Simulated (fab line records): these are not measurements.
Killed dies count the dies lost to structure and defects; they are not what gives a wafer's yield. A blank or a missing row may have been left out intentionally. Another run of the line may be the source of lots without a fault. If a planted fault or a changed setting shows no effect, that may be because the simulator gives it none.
A struck lot beside a sound one | flow gf180mcu | 15 steps out of a route of 602
Sound: the wafers L919.1, L919.2, L919.4. Struck: wafer L929.5 (left out: L929.6, a lot-mate that was not struck); the cause follows at the end.
Each step with rows lists, per side, the tool, then ch with its chambers, then its first start. Under that, the readings that differ: sound wafers | struck wafers | difference of the means | sigmas: that difference in standard deviations of wafers without a fault.
alike: same words and numbers on both sides, and readings whose means sit less than 2 such deviations apart. not compared: any withheld reading, any reading some wafer has no value for, any bound like >300 that may hide the same value, and any number with overlapping values for which the record gives no deviation.
A row with sigmas, a row that says differs or no value, or rows on one side alone: a step with any of these is where the two part. Numbers that have no deviation but don't overlap get no sigmas and don't part them. Lack of a reading on every wafer of one side parts them only where that side has two or more wafers.

first, 1 step without rows for these wafers: GF_STI_OXIDATION_01 (stabilise 600 s, purge 300 s, target thk 10 nm).
GF_STI_THK_MEAS_02:
  sound on film metro-03 at day 1 11:31; struck on film metro-03 at day 3 13:54
  reading                | sound          | struck | difference | sigmas
  STI_OXIDATION_THK (nm) | 9.53 9.53 9.43 | 10.19  | +0.69      | +3
then, 1 step without rows for these wafers: GF_STI_CVD_03 (deposits Si3N4 from DCS/NH3, target thk 207.16 nm, time 3551 s).
GF_STI_THK_MEAS_04:
  sound on film metro-04 at day 1 13:34; struck on film metro-03 at day 3 15:57
  alike: STI_CVD_03_THK
then, 7 steps without rows for these wafers: GF_STI_DEHYDRATE_05 (time 60 s); GF_STI_HMDS_06 (prime time 60 s); GF_STI_COAT_07 (resist thk 700 nm); GF_STI_SOFTBAKE_08 (time 60 s); GF_STI_EXPOSE_09 (exposes mask COMP, target cd 220 nm); GF_STI_PEB_10 (peb time 90 s); GF_STI_DEVELOP_11 (develop time 60 s).
GF_STI_CD_MEAS_12: the cd target is 220 nm.
  sound on cd sem-02 at day 2 01:30; struck on cd sem-02 at day 4 05:14
  alike: cd nm
GF_STI_ETCH_13: etches the open film in CHF3/O2, stops on Si, target depth 282.31 nm, time 112.9 s.
  sound on rie diel-02 ch 1,2,3, day 2 01:37; struck on rie diel-03 ch 1, day 4 05:19
  reading        | sound       | struck  | difference | sigmas
  over etch frac | 0.3 0.3 0.3 | 0.32368 | +0.02368   |
  alike: O2_flow_sccm, drypump motor current A, oes product au, throttle valve pct
  not compared: rf hours counter h
GF_STI_ETCH_14: etches Si in HBr/Cl2/O2, target depth 360 nm, time 102.9 s.
  sound on rie si-01 ch 0,1,2, day 2 01:42; struck on rie si-02 ch 1, day 4 05:23
  alike: O2_flow_sccm, drypump motor current A, mfc cl2 sccm, oes product au, throttle valve pct
  not compared: rf hours counter h
GF_PASSIVATION_PROBE_99:
  sound wafers here have rows in the record (prober-02, day 28 17:15); struck ones have none

## WHERE THEY PART
Last at GF_PASSIVATION_PROBE_99 as far as this record goes, first at GF_STI_THK_MEAS_02.

WHY: the cause the simulator had injected
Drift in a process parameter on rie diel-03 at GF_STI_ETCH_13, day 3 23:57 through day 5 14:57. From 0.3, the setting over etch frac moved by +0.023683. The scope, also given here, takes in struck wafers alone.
